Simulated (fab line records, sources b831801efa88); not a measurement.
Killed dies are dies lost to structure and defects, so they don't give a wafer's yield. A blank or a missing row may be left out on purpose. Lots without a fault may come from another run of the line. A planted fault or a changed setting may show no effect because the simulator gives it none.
fab line records | flow sky130 | part 2 of 2: steps 25 to 34 of 34
record lots=5 wafers=15 last_day=49
route steps=708 shown CONTACT@418 METAL1@434
lots that met no fault: from a run of the same line without faults
start_h: hours from the record's first day to the start of the lot's first wafer shown | wait_h: hours since the lot's step before | " the same as in the row above | L1.1+2: a row that stands for several wafers | - no value, or no start given | * or withheld: withheld | < > ~ a bound
route shown NAME@n: a module of which the file shows steps, and the number in the route of the first | usual: mean/standard deviation of fault-free wafers | same: alike in all rows | chamber/n: place in a boat | sites: the reading at each site | _std_site: their standard deviation | _edge_site: outer sites' mean less inner sites' | radius_mm: how far each site lies from the wafer's centre | mask NAME#n: copy n | behind: the tool/chamber that last shaped the wafer | hold: why the lot was held/for how many hours/how that ended | device: the transistor (n, p or np) that didn't switch | end of line: the same wafers' tests at the end of the route | a step without rows: its recipe alone | killed: dies lost to structure and defects at the first sort, not the wafer's yield | map: a wafer's dies, x killed, . not, _ none there
set.NAME: the setting as run; set.NAME@STEP: as run at that earlier step | model.NAME: the simulator's own value behind a step, which no gauge read
lots at some steps of the route; a table a step, a row a wafer
services: from which hour (start_h, from the record's first day; less than 0 if before it) a tool's chamber was out of use, for how many hours, and why
## steps
# step SKY_METAL1_HMDS_08
# recipe prime_time_s=60 prime_temp_c=120
# usual chill_plate_temp_C=22.99/0.12
# columns lot.wafer tool chamber start_h wait_h chill_plate_temp_C
L076.2 litho_track-04 0 763.73 0.1 23.16
L076.3 " 0 " " 22.87
L076.6 " 0 " " 22.84
L079.1 litho_track-03 0 794.77 0.1 22.92
L079.3 " 0 " " 22.97
L079.5 " 0 " " 22.95
L082.1 litho_track-04 0 823.85 0.1 22.80
L082.4 " 0 " " 22.77
L082.5 " 0 " " 22.83
L084.2 litho_track-03 0 832.89 0.1 22.97
L084.4 " 0 " " 22.92
L084.6 " 0 " " 23.05
L088.2 litho_track-01 0 863.31 0.1 22.96
L088.4 " 0 " " 22.96
L088.6 " 0 " " 23.15
# step SKY_METAL1_COAT_09
# recipe resist=BARC temp_c=withheld time_s=withheld spin_rpm=3000 resist_thk_nm=60
# usual chill_plate_temp_C=*
# columns lot.wafer tool chamber start_h wait_h chill_plate_temp_C
L076.2 litho_track-04 0 763.88 0.1 *
L076.3 " 0 " " *
L076.6 " 0 " " *
L079.1 litho_track-03 0 794.92 0.1 *
L079.3 " 0 " " *
L079.5 " 0 " " *
L082.1 litho_track-04 0 824.00 0.1 *
L082.4 " 0 " " *
L082.5 " 0 " " *
L084.2 litho_track-03 0 833.04 0.1 *
L084.4 " 0 " " *
L084.6 " 0 " " *
L088.2 litho_track-01 0 863.46 0.1 *
L088.4 " 0 " " *
L088.6 " 0 " " *
# step SKY_METAL1_COAT_10
# recipe resist=KrF-thick spin_rpm=3000 resist_thk_nm=450
# usual chill_plate_temp_C=22.99/0.094
# columns lot.wafer tool chamber start_h wait_h chill_plate_temp_C
L076.2 litho_track-04 0 - - 23.15
L076.3 " 0 " " 23.19
L076.6 " 0 " " 23.06
L079.1 litho_track-03 0 - - 23.09
L079.3 " 0 " " 22.85
L079.5 " 0 " " 23.06
L082.1 litho_track-04 0 - - 22.85
L082.4 " 0 " " 22.82
L082.5 " 0 " " 23.05
L084.2 litho_track-03 0 - - 22.95
L084.4 " 0 " " 22.86
L084.6 " 0 " " 22.95
L088.2 litho_track-01 0 - - 23.02
L088.4 " 0 " " 22.89
L088.6 " 0 " " 23.00
# step SKY_METAL1_SOFTBAKE_11
# recipe temp_c=100 time_s=90 resist=KrF-thick
# usual chill_plate_temp_C=23.02/0.1
# columns lot.wafer tool chamber start_h wait_h chill_plate_temp_C
L076.2 litho_track-04 0 - - 22.98
L076.3 " 0 " " 22.89
L076.6 " 0 " " 22.92
L079.1 litho_track-03 0 - - 22.92
L079.3 " 0 " " 22.99
L079.5 " 0 " " 23.07
L082.1 litho_track-04 0 - - 22.82
L082.4 " 0 " " 22.91
L082.5 " 0 " " 23.00
L084.2 litho_track-03 0 - - 23.05
L084.4 " 0 " " 23.02
L084.6 " 0 " " 23.00
L088.2 litho_track-01 0 - - 23.12
L088.4 " 0 " " 23.03
L088.6 " 0 " " 22.96
# step SKY_METAL1_EXPOSE_12
# recipe mask_id=MM1 na=0.8 source_shape=annular sigma_inner=0.55 sigma_outer=0.85 target_cd_nm=140 dose_mj=28
# columns lot.wafer tool chamber start_h wait_h mask
L076.2+3+6 krf_scanner-02 0 - - MM1#0
L079.1+3+5 krf_scanner-02 0 - - MM1#0
L082.1+4+5 krf_scanner-01 0 - - MM1#0
L084.2+4+6 krf_scanner-02 0 - - MM1#0
L088.2+4+6 krf_scanner-02 0 - - MM1#0
# step SKY_METAL1_PEB_13
# recipe peb_temp_c=withheld peb_time_s=withheld resist=KrF-thick
# usual chill_plate_temp_C=*
# columns lot.wafer tool chamber start_h wait_h chill_plate_temp_C
L076.2 litho_track-01 0 - - *
L076.3 " 0 " " *
L076.6 " 0 " " *
L079.1 litho_track-03 0 - - *
L079.3 " 0 " " *
L079.5 " 0 " " *
L082.1 litho_track-04 0 - - *
L082.4 " 0 " " *
L082.5 " 0 " " *
L084.2 litho_track-01 0 - - *
L084.4 " 0 " " *
L084.6 " 0 " " *
L088.2 litho_track-01 0 - - *
L088.4 " 0 " " *
L088.6 " 0 " " *
# step SKY_METAL1_DEVELOP_14
# recipe develop_time_s=60 resist=KrF-thick dev_temp_c=21
# usual chill_plate_temp_C=23.00/0.11
# columns lot.wafer tool chamber start_h wait_h chill_plate_temp_C
L076.2 litho_track-01 0 - - 23.07
L076.3 " 0 " " 23.08
L076.6 " 0 " " 23.07
L079.1 litho_track-03 0 - - 23.01
L079.3 " 0 " " 23.07
L079.5 " 0 " " 23.21
L082.1 litho_track-04 0 - - 22.95
L082.4 " 0 " " 22.99
L082.5 " 0 " " 23.11
L084.2 litho_track-01 0 - - 22.94
L084.4 " 0 " " 22.93
L084.6 " 0 " " 22.92
L088.2 litho_track-01 0 - - 23.04
L088.4 " 0 " " 23.08
L088.6 " 0 " " 23.16
# step SKY_METAL1_CD_MEAS_15
# recipe target_cd_nm=140
# usual cd_nm=139.4/1.6
# columns lot.wafer tool chamber start_h wait_h cd_nm
L076.2 cd_sem-02 - 777.30 - 138.0
L076.3 " - " " 139.7
L076.6 " - " " 139.8
L079.1 cd_sem-02 - 808.32 - 139.5
L079.3 " - " " 140.8
L079.5 " - " " 139.1
L082.1 cd_sem-01 - 837.65 - 138.9
L082.4 " - " " 138.2
L082.5 " - " " 139.7
L084.2 cd_sem-02 - 846.70 - 142.0
L084.4 " - " " 141.4
L084.6 " - " " 141.9
L088.2 cd_sem-02 - 877.15 - 138.4
L088.4 " - " " 138.3
L088.6 " - " " 137.2
# step SKY_METAL1_OVL_MEAS_16
# usual METAL1_OVL=-2/4.1
# columns lot.wafer tool chamber start_h wait_h METAL1_OVL[nm]
L076.2 overlay-02 - 777.41 0.1 -7
L076.3 " - " " 0
L076.6 " - " " -1
L079.1 overlay-02 - 808.44 0.1 -2
L079.3 " - " " -5
L079.5 " - " " -8
L082.1 overlay-02 - 837.77 0.1 0
L082.4 " - " " -6
L082.5 " - " " 1
L084.2 overlay-02 - 846.81 0.1 -9
L084.4 " - " " -5
L084.6 " - " " -6
L088.2 overlay-02 - 877.26 0.1 2
L088.4 " - " " 2
L088.6 " - " " 0
# step SKY_METAL1_DESCUM_17
# recipe chemistry=O2 source_power_w=150 bias_power_w=0 pressure_mtorr=10 temp_c=40 time_s=8
# usual drypump_motor_current_A=5.7/0.35 oes_product_au=1.002/0.0083 rf_fwd_power_W=147.1/0.64
# columns lot.wafer tool chamber start_h wait_h drypump_motor_current_A oes_product_au rf_fwd_power_W rf_hours_counter_h
L076.2 rie_metal-02 1 777.44 0.0 6.0 0.992 147.6 4
L076.3 " 0 " " 5.1 0.997 146.3 -
L076.6 " 0 " " 5.1 0.994 146.0 -
L079.1 rie_metal-03 0 808.48 0.0 6.1 1.002 147.4 9
L079.3 " 1 " " 5.9 1.004 147.5 -
L079.5 " 0 " " 6.1 1.010 147.6 -
L082.1 rie_metal-02 0 837.81 0.0 5.1 1.004 146.2 3
L082.4 " 1 " " 6.0 1.002 148.0 -
L082.5 " 1 " " 6.0 1.000 148.2 -
L084.2 rie_metal-02 0 846.84 0.0 5.1 1.009 146.7 3
L084.4 " 0 " " 5.1 1.009 146.6 -
L084.6 " 1 " " 6.0 1.011 147.8 -
L088.2 rie_metal-02 1 877.29 0.0 6.0 1.004 147.2 7
L088.4 " 1 " " 6.0 1.005 148.1 -
L088.6 " 0 " " 5.0 1.008 145.3 -
## services
# columns tool chamber start_h hours kind
pvd_sputter-04 - 729.79 3.8 repair
krf_scanner-02 - 733.01 1.3 pm
plasma_asher-04 - 733.33 7.1 repair
cmp-01 - 744.00 4.0 pm
pvd_sputter-04 - 752.41 1.8 repair
pvd_sputter-03 - 753.10 0.8 repair
cvd_w-02 1 754.06 12.7 repair
pvd_sputter-01 - 754.63 6.9 repair
rie_diel-04 - 756.97 0.8 repair
cmp-01 - 758.75 1.3 repair
rie_diel-04 0 763.82 20.8 repair
pvd_sputter-03 - 773.69 4.9 repair
krf_scanner-01 - 774.27 0.6 repair
rie_metal-03 - 816.32 1.4 pm
krf_scanner-02 - 816.80 0.8 pm
krf_scanner-01 - 817.60 1.0 pm
plasma_asher-03 - 827.67 14.6 pm
krf_scanner-02 - 840.19 2.0 repair
rie_diel-04 1 845.43 15.9 repair
krf_scanner-02 - 857.36 3.6 pm
krf_scanner-02 - 862.21 1.0 pm
cvd_w-01 - 865.50 1.5 repair
rie_diel-02 2 868.05 2.7 repair
rie_diel-02 - 869.02 0.4 repair
